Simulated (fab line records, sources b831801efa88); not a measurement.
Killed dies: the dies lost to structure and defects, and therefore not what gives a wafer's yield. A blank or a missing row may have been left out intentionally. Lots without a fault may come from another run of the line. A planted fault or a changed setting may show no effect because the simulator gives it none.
fab line records + flow sky130
[record]
- lots = 13
- wafers = 39
- last_day = 50
route steps=708 shown FIELD_ISO@4
lots that met no fault: taken from a fault-free run of the same line
start_h: start of the lot's first displayed wafer, in hours after the record's first day + wait_h: hours since the lot's step before + " repeats the value in the row above + L1.1+2: a row that stands for several wafers + - no value, or no start was given + * or withheld: withheld + < > ~ a bound
route shown NAME@n: a module of which the file shows steps, and the number in the route of the first + usual: mean/standard deviation of fault-free wafers + same: alike in all rows + chamber/n: place in a boat + sites: each site's reading + _std_site: their standard deviation + _edge_site: the outer-site mean with the inner-site mean subtracted + radius_mm: for every site, how far away it sits from the centre of the wafer + mask NAME#n: copy n + behind: the last tool/chamber to shape the wafer + hold: cause of the lot's hold/its duration in hours/its outcome + device: names the non-switching transistor (n, p or np) + end of line: the tests these same wafers got at the end of their route + where a step has no rows: the recipe by itself + killed: count of dies lost to structure and defects at first sort (not the wafer's yield) + map: a wafer's dies, x killed, . not, _ none there
set.NAME: setting as actually run; set.NAME@STEP: the setting as run at that earlier step + model.NAME: the simulator's own value behind a step, which no gauge read
a sample of lots followed through the steps of the route, with each step as a table and each wafer as a row
services: the hour from which a tool's chamber was out of use, counted from the record's first day as start_h (under 0 if before that day), plus the number of hours and why
[[steps]]
[step SKY_FIELD_ISO_CVD_03]
[recipe]
- material = Si3N4
- precursor = DCS/NH3
- target_thk_nm = 165
- temp_c = 770
- time_s = 2830
- pressure_mtorr = 250
[usual]
- spike_tc_centre_C = 771.0/1.1
- spike_tc_upper_C = 769.0/0.98
- susceptor_temp_C = 769.9/0.39
- zone_power_bottom_pct = 20.9/3
- zone_power_centre_pct = 13.6/0.53
- zone_power_top_pct = 26.3/1.1
- zone_power_upper_pct = 12.7/1.4
| lot.wafer | tool     | chamber | start_h | wait_h | spike_tc_centre_C | spike_tc_upper_C | susceptor_temp_C | zone_power_bottom_pct | zone_power_centre_pct | zone_power_top_pct | zone_power_upper_pct |
|-----------|----------|---------|---------|--------|-------------------|------------------|------------------|-----------------------|-----------------------|--------------------|----------------------|
| L317.1    | lpcvd-02 | 1       | 11.69   | 0.1    | 771.8             | 769.9            | 769.6            | 23.8                  | 13.3                  | 25.2               | 11.5                 |
| L317.3    | "        | 1       | "       | "      | 769.8             | 769.1            | 769.4            | 23.2                  | 13.0                  | 25.7               | 11.6                 |
| L317.6    | "        | 1       | "       | "      | 771.6             | 769.8            | 770.0            | 23.5                  | 13.1                  | 25.2               | 11.5                 |
| L318.2    | lpcvd-02 | 0       | 16.75   | 0.0    | 770.6             | 769.7            | 770.2            | 17.8                  | 14.2                  | 27.1               | 14.2                 |
| L318.3    | "        | 0       | "       | "      | 771.7             | 768.4            | 770.2            | 17.6                  | 14.1                  | 27.4               | 14.3                 |
| L318.4    | "        | 0       | "       | "      | 771.9             | 769.4            | 770.7            | 17.5                  | 14.2                  | 27.7               | 14.1                 |
| L319.1    | lpcvd-02 | 0       | 22.50   | 0.1    | 771.1             | 768.3            | 769.6            | 17.6                  | 14.3                  | 27.0               | 14.1                 |
| L319.2    | "        | 0       | "       | "      | 771.7             | 767.5            | 770.0            | 17.3                  | 14.2                  | 27.8               | 14.2                 |
| L319.3    | "        | 0       | "       | "      | 771.8             | 768.5            | 770.2            | 17.5                  | 14.3                  | 27.8               | 14.2                 |
| L321.3    | lpcvd-02 | 1       | 33.49   | 1.7    | 769.5             | 768.5            | 770.0            | 23.8                  | 13.2                  | 25.3               | 11.4                 |
| L321.4    | "        | 1       | "       | "      | 770.7             | 769.4            | 770.0            | 23.4                  | 13.0                  | 25.5               | 11.6                 |
| L321.6    | "        | 1       | "       | "      | 769.4             | 768.2            | 769.8            | 23.7                  | 13.0                  | 25.2               | 11.5                 |
| L323.3    | lpcvd-02 | 0       | 41.69   | 0.0    | 769.7             | 768.4            | 770.1            | 17.8                  | 14.1                  | 27.5               | 14.3                 |
| L323.4    | "        | 0       | "       | "      | 770.9             | 769.1            | 769.7            | 17.7                  | 14.1                  | 27.7               | 14.2                 |
| L323.5    | "        | 0       | "       | "      | 771.9             | 769.2            | 770.0            | 17.5                  | 14.2                  | 27.7               | 14.2                 |
| L324.3    | lpcvd-02 | 0       | 48.82   | 0.0    | 771.0             | 770.6            | 769.7            | 17.6                  | 14.1                  | 27.7               | 14.4                 |
| L324.5    | "        | 0       | "       | "      | 771.3             | 767.5            | 770.4            | 17.4                  | 14.1                  | 27.6               | 14.2                 |
| L324.6    | "        | 0       | "       | "      | 772.7             | 768.7            | 769.4            | 17.5                  | 14.5                  | 27.7               | 14.0                 |
| L325.2    | lpcvd-02 | 1       | 51.83   | 0.0    | 769.0             | 770.4            | 769.5            | 23.6                  | 13.1                  | 25.8               | 11.4                 |
| L325.5    | "        | 1       | "       | "      | 770.5             | 770.6            | 769.2            | 23.6                  | 13.1                  | 25.8               | 11.5                 |
| L325.6    | "        | 1       | "       | "      | 770.2             | 767.1            | 768.8            | 23.8                  | 13.2                  | 25.4               | 11.7                 |
| L326.3    | lpcvd-02 | 1       | 57.26   | 0.0    | 771.7             | 769.2            | 769.8            | 23.5                  | 13.2                  | 25.6               | 11.5                 |
| L326.4    | "        | 1       | "       | "      | 770.5             | 768.6            | 769.2            | 23.4                  | 13.2                  | 25.1               | 11.3                 |
| L326.6    | "        | 1       | "       | "      | 772.1             | 769.7            | 769.8            | 23.7                  | 13.3                  | 25.2               | 11.4                 |
| L328.3    | lpcvd-02 | 0       | 66.69   | 0.0    | 771.6             | 768.6            | 770.3            | 17.5                  | 14.3                  | 27.6               | 14.1                 |
| L328.4    | "        | 0       | "       | "      | 770.9             | 767.3            | 770.6            | 17.6                  | 14.0                  | 27.7               | 14.0                 |
| L328.5    | "        | 0       | "       | "      | 771.1             | 770.2            | 770.1            | 17.5                  | 14.2                  | 27.3               | 14.1                 |
| L333.1    | lpcvd-02 | 1       | 94.81   | 1.4    | 775.0             | 736.5            | 770.0            | 23.8                  | 17.3                  | 30.8               | 3.1                  |
| L333.4    | "        | 1       | "       | "      | 774.2             | 736.5            | 769.8            | 23.6                  | 17.0                  | 31.0               | 3.2                  |
| L333.6    | "        | 1       | "       | "      | 775.9             | 736.7            | 770.0            | 23.6                  | 17.3                  | 30.9               | 3.2                  |
| L334.1    | lpcvd-02 | 1       | 96.70   | 0.1    | 776.6             | 737.2            | 770.2            | 23.7                  | 17.5                  | 30.3               | 3.2                  |
| L334.5    | "        | 1       | "       | "      | 775.2             | 736.3            | 769.3            | 23.6                  | 17.1                  | 30.4               | 3.2                  |
| L334.6    | "        | 1       | "       | "      | 773.8             | 736.6            | 769.8            | 23.8                  | 17.2                  | 30.4               | 3.1                  |
| L335.4    | lpcvd-02 | 1       | 101.87  | 0.0    | 773.6             | 736.2            | 770.1            | 23.8                  | 17.1                  | 31.0               | 3.2                  |
| L335.5    | "        | 1       | "       | "      | 775.6             | 736.7            | 769.6            | 24.1                  | 17.3                  | 30.4               | 3.2                  |
| L335.6    | "        | 1       | "       | "      | 773.3             | 737.1            | 770.5            | 23.4                  | 17.1                  | 30.9               | 3.1                  |
| L338.3    | lpcvd-02 | 0       | 117.56  | 0.0    | 771.7             | 768.1            | 769.6            | 17.4                  | 14.2                  | 27.5               | 14.3                 |
| L338.4    | "        | 0       | "       | "      | 772.2             | 768.8            | 769.8            | 17.7                  | 14.0                  | 27.4               | 14.1                 |
| L338.6    | "        | 0       | "       | "      | 772.0             | 770.6            | 769.7            | 17.7                  | 14.2                  | 27.7               | 14.3                 |
[step SKY_FIELD_ISO_THK_MEAS_04]
[recipe]
- reads = Si3N4_of_FIELD_ISO_CVD_03
[usual]
- FIELD_ISO_CVD_03_THK = 165.8/1.5
| lot.wafer | tool          | chamber | start_h | wait_h | FIELD_ISO_CVD_03_THK[nm] |
|-----------|---------------|---------|---------|--------|--------------------------|
| L317.1    | film_metro-03 | -       | 13.48   | 0.0    | 164.7                    |
| L317.3    | "             | -       | "       | "      | 165.0                    |
| L317.6    | "             | -       | "       | "      | 164.0                    |
| L318.2    | film_metro-03 | -       | 18.55   | 0.0    | 166.6                    |
| L318.3    | "             | -       | "       | "      | 165.1                    |
| L318.4    | "             | -       | "       | "      | 166.7                    |
| L319.1    | film_metro-02 | -       | 24.28   | 0.0    | 166.3                    |
| L319.2    | "             | -       | "       | "      | 166.8                    |
| L319.3    | "             | -       | "       | "      | 167.6                    |
| L321.3    | film_metro-04 | -       | 35.30   | 0.0    | 165.3                    |
| L321.4    | "             | -       | "       | "      | 166.2                    |
| L321.6    | "             | -       | "       | "      | 165.1                    |
| L323.3    | film_metro-02 | -       | 43.50   | 0.0    | 165.0                    |
| L323.4    | "             | -       | "       | "      | 166.7                    |
| L323.5    | "             | -       | "       | "      | 164.0                    |
| L324.3    | film_metro-03 | -       | 50.62   | 0.0    | 165.9                    |
| L324.5    | "             | -       | "       | "      | 166.8                    |
| L324.6    | "             | -       | "       | "      | 167.5                    |
| L325.2    | film_metro-04 | -       | 53.63   | 0.0    | 168.6                    |
| L325.5    | "             | -       | "       | "      | 169.1                    |
| L325.6    | "             | -       | "       | "      | 168.4                    |
| L326.3    | film_metro-02 | -       | 59.07   | 0.0    | 169.0                    |
| L326.4    | "             | -       | "       | "      | 167.2                    |
| L326.6    | "             | -       | "       | "      | 169.0                    |
| L328.3    | film_metro-03 | -       | 68.50   | 0.0    | 166.8                    |
| L328.4    | "             | -       | "       | "      | 167.4                    |
| L328.5    | "             | -       | "       | "      | 166.2                    |
| L333.1    | film_metro-04 | -       | 96.59   | 0.0    | 165.6                    |
| L333.4    | "             | -       | "       | "      | 165.0                    |
| L333.6    | "             | -       | "       | "      | 160.5                    |
| L334.1    | film_metro-03 | -       | 98.49   | 0.0    | 158.0                    |
| L334.5    | "             | -       | "       | "      | 139.2                    |
| L334.6    | "             | -       | "       | "      | 133.8                    |
| L335.4    | film_metro-02 | -       | 103.68  | 0.0    | 164.3                    |
| L335.5    | "             | -       | "       | "      | 163.5                    |
| L335.6    | "             | -       | "       | "      | 162.7                    |
| L338.3    | film_metro-04 | -       | 119.36  | 0.0    | 164.8                    |
| L338.4    | "             | -       | "       | "      | 166.3                    |
| L338.6    | "             | -       | "       | "      | 165.1                    |
[step SKY_FIELD_ISO_ETCH_15]
[recipe]
- chemistry = CHF3/O2
- target_depth_nm = 180
- stop_on = Si
- source_w = 600
- bias_w = 200
- pressure_mtorr = 40
- chf3_flow_sccm = 50
- O2_flow_sccm = 5
- time_s = 72
[usual]
- drypump_motor_current_A = 5.6/0.41
- oes_product_au = 0.948/0.0064
- throttle_valve_pct = 8.845/0.01
| lot.wafer | tool        | chamber | start_h | wait_h | drypump_motor_current_A | oes_product_au | rf_hours_counter_h | throttle_valve_pct |
|-----------|-------------|---------|---------|--------|-------------------------|----------------|--------------------|--------------------|
| L317.1    | rie_diel-01 | 1       | 28.44   | 0.0    | 5.7                     | 0.949          | 73                 | 8.841              |
| L317.3    | "           | 2       | "       | "      | 5.8                     | 0.944          | 162                | 8.854              |
| L317.6    | "           | 1       | "       | "      | 5.8                     | 0.945          | -                  | 8.829              |
| L318.2    | rie_diel-04 | 3       | 32.90   | 0.0    | 6.0                     | 0.949          | 60                 | 8.844              |
| L318.3    | "           | 2       | "       | "      | 5.2                     | 0.942          | 67                 | 8.860              |
| L318.4    | "           | 0       | "       | "      | 5.2                     | 0.944          | 69                 | 8.848              |
| L319.1    | rie_diel-04 | 1       | 39.94   | 0.0    | 5.8                     | 0.941          | 55                 | 8.854              |
| L319.2    | "           | 2       | "       | "      | 5.3                     | 0.942          | 67                 | 8.853              |
| L319.3    | "           | 3       | "       | "      | 6.0                     | 0.945          | 60                 | 8.846              |
| L321.3    | rie_diel-04 | 3       | 50.65   | 0.0    | 6.0                     | 0.949          | 61                 | 8.842              |
| L321.4    | "           | 0       | "       | "      | 5.3                     | 0.945          | 70                 | 8.860              |
| L321.6    | "           | 0       | "       | "      | 5.2                     | 0.945          | -                  | 8.857              |
| L323.3    | rie_diel-01 | 0       | 59.39   | 0.0    | 6.1                     | 0.948          | 105                | 8.834              |
| L323.4    | "           | 3       | "       | "      | 5.0                     | 0.946          | 128                | 8.843              |
| L323.5    | "           | 2       | "       | "      | 5.8                     | 0.936          | -                  | 8.853              |
| L324.3    | rie_diel-04 | 2       | 67.39   | 0.0    | 5.3                     | 0.947          | 68                 | 8.845              |
| L324.5    | "           | 0       | "       | "      | 5.3                     | 0.952          | -                  | 8.841              |
| L324.6    | "           | 1       | "       | "      | 5.8                     | 0.962          | -                  | 8.850              |
| L325.2    | rie_diel-01 | 1       | 69.94   | 0.0    | 5.8                     | 0.961          | 74                 | 8.847              |
| L325.5    | "           | 1       | "       | "      | 5.8                     | 0.959          | -                  | 8.838              |
| L325.6    | "           | 2       | "       | "      | 5.8                     | 0.950          | -                  | 8.865              |
| L326.3    | rie_diel-04 | 1       | 76.80   | 0.0    | 5.8                     | 0.954          | 55                 | 8.837              |
| L326.4    | "           | 2       | "       | "      | 5.2                     | 0.955          | 68                 | 8.847              |
| L326.6    | "           | 1       | "       | "      | 5.8                     | 0.966          | -                  | 8.845              |
| L328.3    | rie_diel-03 | 2       | 85.30   | 0.0    | 5.4                     | 0.949          | 119                | 8.856              |
| L328.4    | "           | 0       | "       | "      | 5.7                     | 0.956          | -                  | 8.828              |
| L328.5    | "           | 1       | "       | "      | 5.0                     | 0.949          | -                  | 8.847              |
| L333.1    | rie_diel-01 | 1       | 115.70  | 0.0    | 5.7                     | 0.943          | 75                 | 8.844              |
| L333.4    | "           | 0       | "       | "      | 6.1                     | 0.943          | -                  | 8.841              |
| L333.6    | "           | 3       | "       | "      | 5.0                     | 0.940          | -                  | 8.842              |
| L334.1    | rie_diel-01 | 3       | 116.84  | 0.0    | 5.0                     | 0.918          | 129                | 8.828              |
| L334.5    | "           | 1       | "       | "      | 5.7                     | 0.855          | -                  | 8.806              |
| L334.6    | "           | 3       | "       | "      | 4.9                     | 0.847          | -                  | 8.813              |
| L335.4    | rie_diel-03 | 3       | 122.56  | 0.0    | 6.4                     | 0.937          | 1                  | 8.841              |
| L335.5    | "           | 0       | "       | "      | 5.7                     | 0.940          | -                  | 8.834              |
| L335.6    | "           | 3       | "       | "      | 6.5                     | 0.943          | -                  | 8.844              |
| L338.3    | rie_diel-04 | 0       | 138.54  | 0.0    | 5.2                     | 0.938          | 71                 | 8.850              |
| L338.4    | "           | 2       | "       | "      | 5.2                     | 0.949          | 69                 | 8.848              |
| L338.6    | "           | 2       | "       | "      | 5.2                     | 0.947          | -                  | 8.855              |
[[services]]
| tool        | chamber | start_h | hours | kind           |
|-------------|---------|---------|-------|----------------|
| rie_diel-03 | 0       | 30.69   | 6.7   | repair         |
| rie_diel-01 | 0       | 43.59   | 7.8   | repair         |
| rie_diel-03 | 3       | 82.46   | -     | clean          |
| rie_diel-03 | 3       | 82.46   | 22.0  | scheduled_down |
| rie_diel-03 | 3       | 82.46   | 22.0  | vent_cycle     |
| rie_diel-04 | 2       | 92.40   | 17.1  | repair         |
| rie_diel-01 | 2       | 98.35   | -     | clean          |
| rie_diel-01 | 2       | 98.35   | 19.0  | scheduled_down |
| rie_diel-01 | 2       | 98.35   | 19.0  | vent_cycle     |
| rie_diel-03 | 1       | 104.43  | -     | clean          |
| rie_diel-03 | 1       | 125.99  | 1.2   | repair         |
| lpcvd-02    | -       | 135.79  | 2.8   | pm             |
[[key]]
[first_sign]
- step = SKY_FIELD_ISO_CVD_03
- reading = spike_tc_upper_C
- direction = down
- sigmas = 33
- usual = 769.0
- struck = 736.6
[effect]
- step = SKY_FIELD_ISO_CVD_03
- reading = zone_power_upper_pct
- direction = down
- sigmas = 7
- usual = 12.7
- struck = 3.2
[effect]
- step = SKY_FIELD_ISO_THK_MEAS_04
- reading = FIELD_ISO_CVD_03_THK
- direction = down
- sigmas = 6
- usual = 165.8
- struck = 157.0
- wafers_moved = 5
[effect]
- step = SKY_FIELD_ISO_ETCH_15
- reading = oes_product_au
- direction = down
- sigmas = 4.6
- usual = 0.948
- struck = 0.918
- wafers_moved = 3
met_at SKY_FIELD_ISO_CVD_03
struck_lots L333,L334,L335
struck_wafers L333.1,L333.4,L333.6,L334.1,L334.5,L334.6,L335.4,L335.5,L335.6
tester_left_out L333,L334,L335
onset_between 57.26 94.81
[fault]
- kind = process_parameter_drift
- tool = lpcvd-02
- chamber = 1
- onset_h = 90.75
- steps = SKY_FIELD_ISO_CVD_03
- channel = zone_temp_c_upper
- offset = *
- shape = step
- end_h = 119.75
// tester_left_out: of these lots the tester's yield and bins aren't shown, on N5 and GAA mostly nor the transistor test; their killed dies are dies lost to structure and defects alone, not to doping, threshold or leakage, so they don't give the yield
